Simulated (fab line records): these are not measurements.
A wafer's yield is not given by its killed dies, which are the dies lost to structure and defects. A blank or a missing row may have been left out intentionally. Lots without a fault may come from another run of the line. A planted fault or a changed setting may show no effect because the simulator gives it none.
Struck lot and sound lot, side by side    flow sky130    15 steps out of a route of 708
Sound: wafers L190.2, L190.3, L190.4. Wafers struck: L203.2, L203.5, L203.6. The cause comes at the end.
Order at every step that has rows: each side's tool, ch and its chambers, its first start. Under that, the readings that differ: sound wafers    struck wafers    difference of the means    sigmas: that difference in standard deviations of wafers without a fault.
alike: readings whose means differ by less than 2 such deviations, and words and numbers that are the same on both sides. not compared: withheld readings, readings that some wafer has no value for, bounds like >300 that may hide the same value, and numbers for which the record gives no deviation and whose values overlap.
A row with sigmas, a row that says differs or no value, or rows on one side alone: a step with any of these is where the two part. Numbers that have no deviation but don't overlap get no sigmas and don't part them. A reading that every wafer of one side lacks parts them only if that side has two wafers or more.

SKY_NWELL_RS_MEAS_29: measurement is done with a four-point probe.
  sound on film_metro-03, day 5 11:10; struck on film_metro-03, day 8 11:01
  alike: NWELL_RS
SKY_NWELL_RS_MEAS_31: measurement is done with a four-point probe.
  sound on film_metro-03, day 5 11:25; struck on film_metro-03, day 8 11:16
  alike: PWDE_RS
then, 7 steps without rows for these wafers: SKY_VT_ADJUST_HVTP_DEHYDRATE_00 (time 60 s); SKY_VT_ADJUST_HVTP_HMDS_01 (prime time 60 s); SKY_VT_ADJUST_HVTP_COAT_02 (resist thk 1140 nm); SKY_VT_ADJUST_HVTP_SOFTBAKE_03 (time 60 s); SKY_VT_ADJUST_HVTP_EXPOSE_04 (exposes mask HVTPM, target cd 380 nm); SKY_VT_ADJUST_HVTP_PEB_05; SKY_VT_ADJUST_HVTP_DEVELOP_06 (develop time 60 s).
SKY_VT_ADJUST_HVTP_CD_MEAS_07 targets a cd of 380 nm.
  sound on cd_sem-02, day 6 04:53; struck on cd_sem-02, day 9 08:02
  alike: cd_nm
SKY_VT_ADJUST_HVTP_OVL_MEAS_08:
  sound on overlay-02, day 6 04:59; struck on overlay-02, day 9 08:08
  alike: VT_ADJUST_HVTP_OVL
SKY_VT_ADJUST_HVTP_IMPLANT_09:
  sound on implanter-03 ch 0, day 6 05:03; struck on implanter-01 ch 0, day 9 08:12
reading                    sound              struck             difference  sigmas
implant_ion_amu            75 75 75           49 49 49           -26         
model.implant.rp_nm (nm)   83.22 83.22 83.22  108.4 108.4 108.4  +25.2       
model.implant.drp_nm (nm)  33.4 33.4 33.4     46.43 46.43 46.43  +13.03      
SKY_VT_ADJUST_HVTP_STRIP_10: strips in O2/N2.
  sound on plasma_asher-02 ch 0,1, day 6 05:10; struck on plasma_asher-02 ch 0,1, day 9 08:19
reading                sound              struck             difference  sigmas
oes_product_au (a.u.)  0.721 0.715 0.724  0.702 0.708 0.711  -0.013      -3
  alike: drypump_motor_current_A, strip_time_to_endpoint_s
  not compared: rf_hours_counter_h
SKY_VT_ADJUST_HVTP_TW_MEAS_11:
  sound on film_metro-04, day 6 05:17; struck on film_metro-02, day 9 08:26
reading            sound           struck       difference  sigmas
VT_ADJUST_HVTP_TW  1342 1345 1344  759 763 762  -582        -72
then, 1 step without rows for these wafers: SKY_VT_ADJUST_LVTN_DEHYDRATE_00 (time 60 s).

== WHERE THEY PART ==
Last at SKY_VT_ADJUST_HVTP_TW_MEAS_11 as far as this record goes, first at SKY_VT_ADJUST_HVTP_STRIP_10.

WHY: the cause the simulator had injected
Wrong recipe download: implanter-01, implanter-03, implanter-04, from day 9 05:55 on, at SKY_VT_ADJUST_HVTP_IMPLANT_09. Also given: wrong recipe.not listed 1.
